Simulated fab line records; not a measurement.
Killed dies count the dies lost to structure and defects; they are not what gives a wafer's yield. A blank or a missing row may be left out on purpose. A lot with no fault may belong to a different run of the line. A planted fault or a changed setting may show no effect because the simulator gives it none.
A single fault, viewed from 2 desks + flow gf180mcu + each desk has only its own numbers; what lay behind them comes last

== TOOL OWNER'S DESK, implanter-03 ==
The tool's own readings at GF_MVSD_IMPLANT_08: means of the sampled wafers that have a number, for each lot that ran on this tool. If a lot's mean is further than 4 standard deviations from the usual mean, the lot is out of limits and carries the mark OUT (the distance appears in the brackets).
Columns: A = beam energy keV at GF_MVSD_IMPLANT_08, usual 400.03
| lot  | first seen here | A                |
|------|-----------------|------------------|
| L587 | day 5 16:50     | 400.01           |
| L589 | day 6 05:38     | 390.59 (-73) OUT |
| L590 | day 6 07:16     | 390.50 (-73) OUT |
| L591 | day 6 15:18     | 390.50 (-73) OUT |
This desk's verdict: out of limits on L589, L590, L591, starting with L589 at day 6 05:38 (beam energy keV at GF_MVSD_IMPLANT_08). In limits: L587.

== THE METROLOGY DESK ==
Lot by lot, what the gauges showed, no matter which tool ran the lot: averages of those sampled wafers that carry a number. If a lot's mean is further than 4 standard deviations from the usual mean, the lot is out of limits and carries the mark OUT (the distance appears in the brackets).
Columns: A = LVPWELL_TW at GF_LVPWELL_TW_MEAS_11, usual 561; B = MVSD_OVL at GF_MVSD_OVL_MEAS_07, usual -1.0 nm
| lot  | first seen here | A   | B    |
|------|-----------------|-----|------|
| L584 | day 4 10:45     | 563 | -1.8 |
| L587 | day 5 02:23     | 563 | 1.0  |
| L589 | day 5 14:43     | 558 | -1.2 |
| L590 | day 5 16:42     | 563 | -4.0 |
| L591 | day 6 01:05     | 560 | -2.1 |
| L592 | day 6 06:23     | 561 | -0.6 |
| L602 | day 8 12:28     | 561 | 1.2  |
This desk's finding: nothing out of limits on any of the 7 lots.

== BROUGHT TOGETHER ==
The tool owner's desk had the chance to raise an alarm at day 6 05:38 on L589, L590, L591.
The metrology desk saw nothing out of limits.
The metrology desk has L589, L590, L591 on record, within its limits.
GF_MVSD_IMPLANT_08 was run on implanter-03 by each of the lots named.

== WHAT THE SIMULATOR PUT IN ==
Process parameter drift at GF_MVSD_IMPLANT_08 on implanter-03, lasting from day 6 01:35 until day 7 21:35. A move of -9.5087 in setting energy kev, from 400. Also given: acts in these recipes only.
Lots struck among those shown: L589, L590, L591.
Each desk's first reading out of limits, in hours after the fault started: the tool owner's desk, 4.
